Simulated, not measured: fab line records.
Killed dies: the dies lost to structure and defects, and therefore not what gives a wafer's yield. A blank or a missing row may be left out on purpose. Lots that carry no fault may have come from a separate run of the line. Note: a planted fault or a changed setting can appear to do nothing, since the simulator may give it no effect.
Which of the tools did it? || flow gf180mcu || 12 lots with 36 wafers sampled at 5 steps, on a route of 602 steps

== WHAT EACH GAUGE READ, for each wafer ==
GF_STI_THK_MEAS_22.
{"lot": "L169", "measured": "day 2 14:25", "on": "film metro-01", "STI_OXIDATION_01_THK (nm)": "15.35 15.01 15.10"}
{"lot": "L171", "measured": "day 3 02:32", "on": "film metro-01", "STI_OXIDATION_01_THK (nm)": "14.44 14.71 14.43"}
{"lot": "L172", "measured": "day 3 06:05", "on": "film metro-02", "STI_OXIDATION_01_THK (nm)": "15.58 15.23 15.30"}
{"lot": "L174", "measured": "day 3 18:46", "on": "film metro-04", "STI_OXIDATION_01_THK (nm)": "14.88 14.70 14.59"}
{"lot": "L175", "measured": "day 3 22:42", "on": "film metro-02", "STI_OXIDATION_01_THK (nm)": "15.04 15.18 15.01"}
{"lot": "L177", "measured": "day 4 08:17", "on": "film metro-01", "STI_OXIDATION_01_THK (nm)": "15.13 14.95 14.92"}
{"lot": "L181", "measured": "day 5 04:29", "on": "film metro-01", "STI_OXIDATION_01_THK (nm)": "14.54 14.35 14.65"}
{"lot": "L183", "measured": "day 5 13:56", "on": "film metro-02", "STI_OXIDATION_01_THK (nm)": "15.01 14.93 15.03"}
{"lot": "L184", "measured": "day 5 19:37", "on": "film metro-04", "STI_OXIDATION_01_THK (nm)": "14.88 15.01 15.16"}
{"lot": "L185", "measured": "day 5 23:58", "on": "film metro-04", "STI_OXIDATION_01_THK (nm)": "15.15 15.16 15.07"}
{"lot": "L186", "measured": "day 6 06:01", "on": "film metro-01", "STI_OXIDATION_01_THK (nm)": "14.71 14.75 14.80"}
{"lot": "L190", "measured": "day 7 03:12", "on": "film metro-02", "STI_OXIDATION_01_THK (nm)": "14.71 15.19 14.83"}

GF_MVSD_TW_MEAS_11.
{"lot": "L169", "measured": "day 4 20:42", "on": "film metro-02", "MVSD_TW": "1562 1558 1554"}
{"lot": "L171", "measured": "day 5 15:28", "on": "film metro-04", "MVSD_TW": "1576 1579 1574"}
{"lot": "L172", "measured": "day 5 18:22", "on": "film metro-03", "MVSD_TW": "1563 1571 1565"}
{"lot": "L174", "measured": "day 6 08:55", "on": "film metro-04", "MVSD_TW": "1569 1568 1574"}
{"lot": "L175", "measured": "day 6 12:11", "on": "film metro-02", "MVSD_TW": "1563 1569 1569"}
{"lot": "L177", "measured": "day 6 19:22", "on": "film metro-03", "MVSD_TW": "1573 1578 1565"}
{"lot": "L181", "measured": "day 7 23:22", "on": "film metro-04", "MVSD_TW": "1578 1576 1581"}
{"lot": "L183", "measured": "day 8 09:35", "on": "film metro-02", "MVSD_TW": "1569 1562 1565"}
{"lot": "L184", "measured": "day 8 12:05", "on": "film metro-02", "MVSD_TW": "1560 1561 1566"}
{"lot": "L185", "measured": "day 8 20:20", "on": "film metro-03", "MVSD_TW": "1575 1577 1577"}
{"lot": "L186", "measured": "day 9 01:52", "on": "film metro-04", "MVSD_TW": "1560 1556 1557"}
{"lot": "L190", "measured": "day 10 01:59", "on": "film metro-02", "MVSD_TW": "1564 1574 1576"}

GF_VT_IMPLANT_TW_MEAS_21.
{"lot": "L169", "measured": "day 6 16:34", "on": "film metro-01", "VT_IMPLANT_2_TW": "1215 1218 1217"}
{"lot": "L171", "measured": "day 7 13:21", "on": "film metro-02", "VT_IMPLANT_2_TW": "1209 1204 1207"}
{"lot": "L172", "measured": "day 7 16:52", "on": "film metro-01", "VT_IMPLANT_2_TW": "1214 1208 1204"}
{"lot": "L174", "measured": "day 8 09:41", "on": "film metro-01", "VT_IMPLANT_2_TW": "1213 1220 1208"}
{"lot": "L175", "measured": "day 8 10:55", "on": "film metro-02", "VT_IMPLANT_2_TW": "1199 1206 1200"}
{"lot": "L177", "measured": "day 8 19:54", "on": "film metro-01", "VT_IMPLANT_2_TW": "1210 1215 1218"}
{"lot": "L181", "measured": "day 10 04:19", "on": "film metro-02", "VT_IMPLANT_2_TW": "1217 1213 1211"}
{"lot": "L183", "measured": "day 10 14:48", "on": "film metro-03", "VT_IMPLANT_2_TW": "30 30 30"}
{"lot": "L184", "measured": "day 10 17:21", "on": "film metro-01", "VT_IMPLANT_2_TW": "30 30 30"}
{"lot": "L185", "measured": "day 11 02:00", "on": "film metro-03", "VT_IMPLANT_2_TW": "30 30 30"}
{"lot": "L186", "measured": "day 11 09:16", "on": "film metro-03", "VT_IMPLANT_2_TW": "1212 1210 1205"}
{"lot": "L190", "measured": "day 12 09:20", "on": "film metro-03", "VT_IMPLANT_2_TW": "1218 1216 1222"}

== WHICH TOOL RAN EACH LOT (tool, then ch and the chambers of the sampled wafers, then the start) ==
{"lot": "L169", "GF_VT_IMPLANT_STRIP_09": "plasma asher-02 ch 0,1, day 6 01:26", "GF_VT_IMPLANT_STRIP_20": "plasma asher-03 ch 0,1, day 6 16:28"}
{"lot": "L171", "GF_VT_IMPLANT_STRIP_09": "plasma asher-03 ch 0,1, day 6 22:11", "GF_VT_IMPLANT_STRIP_20": "plasma asher-03 ch 0,1, day 7 13:14"}
{"lot": "L172", "GF_VT_IMPLANT_STRIP_09": "plasma asher-03 ch 0,1, day 7 00:51", "GF_VT_IMPLANT_STRIP_20": "plasma asher-02 ch 0,1, day 7 16:47"}
{"lot": "L174", "GF_VT_IMPLANT_STRIP_09": "plasma asher-03 ch 0,1, day 7 16:23", "GF_VT_IMPLANT_STRIP_20": "plasma asher-03 ch 0,1, day 8 09:36"}
{"lot": "L175", "GF_VT_IMPLANT_STRIP_09": "plasma asher-03 ch 0,1, day 7 19:19", "GF_VT_IMPLANT_STRIP_20": "plasma asher-02 ch 0,1, day 8 10:49"}
{"lot": "L177", "GF_VT_IMPLANT_STRIP_09": "plasma asher-03 ch 0,1, day 8 03:11", "GF_VT_IMPLANT_STRIP_20": "plasma asher-04 ch 0,1, day 8 19:48"}
{"lot": "L181", "GF_VT_IMPLANT_STRIP_09": "plasma asher-04 ch 0,1, day 9 10:26", "GF_VT_IMPLANT_STRIP_20": "plasma asher-04 ch 0,1, day 10 04:14"}
{"lot": "L183", "GF_VT_IMPLANT_STRIP_09": "plasma asher-03 ch 0,1, day 9 20:36", "GF_VT_IMPLANT_STRIP_20": "plasma asher-04 ch 0,1, day 10 14:42"}
{"lot": "L184", "GF_VT_IMPLANT_STRIP_09": "plasma asher-02 ch 0,1, day 9 23:06", "GF_VT_IMPLANT_STRIP_20": "plasma asher-04 ch 0,1, day 10 17:15"}
{"lot": "L185", "GF_VT_IMPLANT_STRIP_09": "plasma asher-03 ch 0,1, day 10 07:25", "GF_VT_IMPLANT_STRIP_20": "plasma asher-02 ch 0,1, day 11 01:54"}
{"lot": "L186", "GF_VT_IMPLANT_STRIP_09": "plasma asher-03 ch 0,1, day 10 14:26", "GF_VT_IMPLANT_STRIP_20": "plasma asher-02 ch 0,1, day 11 09:11"}
{"lot": "L190", "GF_VT_IMPLANT_STRIP_09": "plasma asher-03 ch 0,1, day 11 13:56", "GF_VT_IMPLANT_STRIP_20": "plasma asher-02 ch 0,1, day 12 09:14"}
- GF_VT_IMPLANT_STRIP_09: strips in O2/N2.
- GF_VT_IMPLANT_STRIP_20: strips in O2/N2.

== AS READ BY THE TOOLS THEMSELVES (means over the sampled wafers that have a number; for cases with no such wafer, the mark the record gives instead) ==
GF_VT_IMPLANT_STRIP_09.
{"lot": "L169", "tool": "plasma asher-02", "chamber pressure mTorr (mTorr)": 1500.1, "drypump motor current A (A)": 5.8, "heater power w (W)": 333, "oes product au (a.u.)": 0.716, "strip time to endpoint s (s)": 12.59}
{"lot": "L171", "tool": "plasma asher-03", "chamber pressure mTorr (mTorr)": 1501.5, "drypump motor current A (A)": 5.2, "heater power w (W)": 322, "oes product au (a.u.)": 0.715, "strip time to endpoint s (s)": 12.63}
{"lot": "L172", "tool": "plasma asher-03", "chamber pressure mTorr (mTorr)": 1499.6, "drypump motor current A (A)": 5.6, "heater power w (W)": 300, "oes product au (a.u.)": 0.714, "strip time to endpoint s (s)": 12.66}
{"lot": "L174", "tool": "plasma asher-03", "chamber pressure mTorr (mTorr)": 1501.1, "drypump motor current A (A)": 5.3, "heater power w (W)": 315, "oes product au (a.u.)": 0.718, "strip time to endpoint s (s)": 12.65}
{"lot": "L175", "tool": "plasma asher-03", "chamber pressure mTorr (mTorr)": 1499.5, "drypump motor current A (A)": 5.3, "heater power w (W)": 314, "oes product au (a.u.)": 0.714, "strip time to endpoint s (s)": 12.63}
{"lot": "L177", "tool": "plasma asher-03", "chamber pressure mTorr (mTorr)": 1500.1, "drypump motor current A (A)": 5.3, "heater power w (W)": 310, "oes product au (a.u.)": 0.720, "strip time to endpoint s (s)": 12.60}
{"lot": "L181", "tool": "plasma asher-04", "chamber pressure mTorr (mTorr)": 1499.8, "drypump motor current A (A)": 5.1, "heater power w (W)": 332, "oes product au (a.u.)": 0.714, "strip time to endpoint s (s)": 12.60}
{"lot": "L183", "tool": "plasma asher-03", "chamber pressure mTorr (mTorr)": "-", "drypump motor current A (A)": "-", "heater power w (W)": "-", "oes product au (a.u.)": "-", "strip time to endpoint s (s)": "-"}
{"lot": "L184", "tool": "plasma asher-02", "chamber pressure mTorr (mTorr)": "-", "drypump motor current A (A)": "-", "heater power w (W)": "-", "oes product au (a.u.)": "-", "strip time to endpoint s (s)": "-"}
{"lot": "L185", "tool": "plasma asher-03", "chamber pressure mTorr (mTorr)": "-", "drypump motor current A (A)": "-", "heater power w (W)": "-", "oes product au (a.u.)": "-", "strip time to endpoint s (s)": "-"}
{"lot": "L186", "tool": "plasma asher-03", "chamber pressure mTorr (mTorr)": 1499.3, "drypump motor current A (A)": 5.6, "heater power w (W)": 303, "oes product au (a.u.)": 0.714, "strip time to endpoint s (s)": 12.64}
{"lot": "L190", "tool": "plasma asher-03", "chamber pressure mTorr (mTorr)": 1499.6, "drypump motor current A (A)": 5.2, "heater power w (W)": 320, "oes product au (a.u.)": 0.721, "strip time to endpoint s (s)": 12.65}

GF_VT_IMPLANT_STRIP_20.
{"lot": "L169", "tool": "plasma asher-03", "chamber pressure mTorr (mTorr)": 1499.8, "drypump motor current A (A)": 5.6, "heater power w (W)": 292, "oes product au (a.u.)": 0.716, "strip time to endpoint s (s)": 12.642}
{"lot": "L171", "tool": "plasma asher-03", "chamber pressure mTorr (mTorr)": 1499.2, "drypump motor current A (A)": 5.3, "heater power w (W)": 322, "oes product au (a.u.)": 0.707, "strip time to endpoint s (s)": 12.617}
{"lot": "L172", "tool": "plasma asher-02", "chamber pressure mTorr (mTorr)": 1500.2, "drypump motor current A (A)": 5.8, "heater power w (W)": 337, "oes product au (a.u.)": 0.709, "strip time to endpoint s (s)": 12.614}
{"lot": "L174", "tool": "plasma asher-03", "chamber pressure mTorr (mTorr)": 1499.7, "drypump motor current A (A)": 5.6, "heater power w (W)": 302, "oes product au (a.u.)": 0.711, "strip time to endpoint s (s)": 12.623}
{"lot": "L175", "tool": "plasma asher-02", "chamber pressure mTorr (mTorr)": 1500.2, "drypump motor current A (A)": 5.8, "heater power w (W)": 340, "oes product au (a.u.)": 0.719, "strip time to endpoint s (s)": 12.608}
{"lot": "L177", "tool": "plasma asher-04", "chamber pressure mTorr (mTorr)": 1499.5, "drypump motor current A (A)": 5.1, "heater power w (W)": 331, "oes product au (a.u.)": 0.719, "strip time to endpoint s (s)": 12.626}
{"lot": "L181", "tool": "plasma asher-04", "chamber pressure mTorr (mTorr)": 1498.9, "drypump motor current A (A)": 5.1, "heater power w (W)": 334, "oes product au (a.u.)": 0.715, "strip time to endpoint s (s)": 12.630}
{"lot": "L183", "tool": "plasma asher-04", "chamber pressure mTorr (mTorr)": 1498.1, "drypump motor current A (A)": 5.3, "heater power w (W)": 344, "oes product au (a.u.)": 0.719, "strip time to endpoint s (s)": 27.644}
{"lot": "L184", "tool": "plasma asher-04", "chamber pressure mTorr (mTorr)": 1499.3, "drypump motor current A (A)": 5.1, "heater power w (W)": 333, "oes product au (a.u.)": 0.721, "strip time to endpoint s (s)": 27.659}
{"lot": "L185", "tool": "plasma asher-02", "chamber pressure mTorr (mTorr)": 1500.1, "drypump motor current A (A)": 5.7, "heater power w (W)": 322, "oes product au (a.u.)": 0.720, "strip time to endpoint s (s)": 27.607}
{"lot": "L186", "tool": "plasma asher-02", "chamber pressure mTorr (mTorr)": 1500.4, "drypump motor current A (A)": 5.7, "heater power w (W)": 325, "oes product au (a.u.)": 0.716, "strip time to endpoint s (s)": 12.624}
{"lot": "L190", "tool": "plasma asher-02", "chamber pressure mTorr (mTorr)": 1499.0, "drypump motor current A (A)": 5.9, "heater power w (W)": 339, "oes product au (a.u.)": 0.720, "strip time to endpoint s (s)": 12.647}

== THE ANSWER, worked out from the rows above alone ==
Rule: the lots themselves supply what counts as usual. Put in order of their means at a reading, lots are off if they are a third of the lots or fewer, leave a main group of 4 or more, and stand apart from it by a gap of 3 or more times the standard deviation of the main group's means; of several such gaps the widest counts. A main group is skipped when, at the precision printed for the reading in the tables above, its means are all equal. Also off: a lot with no number at a reading for which 4 or more lots have one. All remaining lots with rows at the step are treated as sound. After the gauges, taken in route order, come the tools' own readings; for these a lot's mean is taken, as printed above. The first step at which some lot is off is used, and at that step the reading that is off furthest; a lot without a number counts as furthest.
Off: at GF_VT_IMPLANT_TW_MEAS_21 (VT_IMPLANT_2_TW), L183, L184, L185. For the main group the mean is 1211 and the standard deviation 5.1.
If a tool, at a process step before that reading, ran all the lots that are off and no sound lot after the first of them, it fits. Not tried: the gauges at GF_VT_IMPLANT_TW_MEAS_21; whatever is off there is also off at GF_VT_IMPLANT_STRIP_09, on other tools, and gauge error can't account for it. Not one of the candidates tried fits.

== WHAT THE SIMULATOR PUT IN ==
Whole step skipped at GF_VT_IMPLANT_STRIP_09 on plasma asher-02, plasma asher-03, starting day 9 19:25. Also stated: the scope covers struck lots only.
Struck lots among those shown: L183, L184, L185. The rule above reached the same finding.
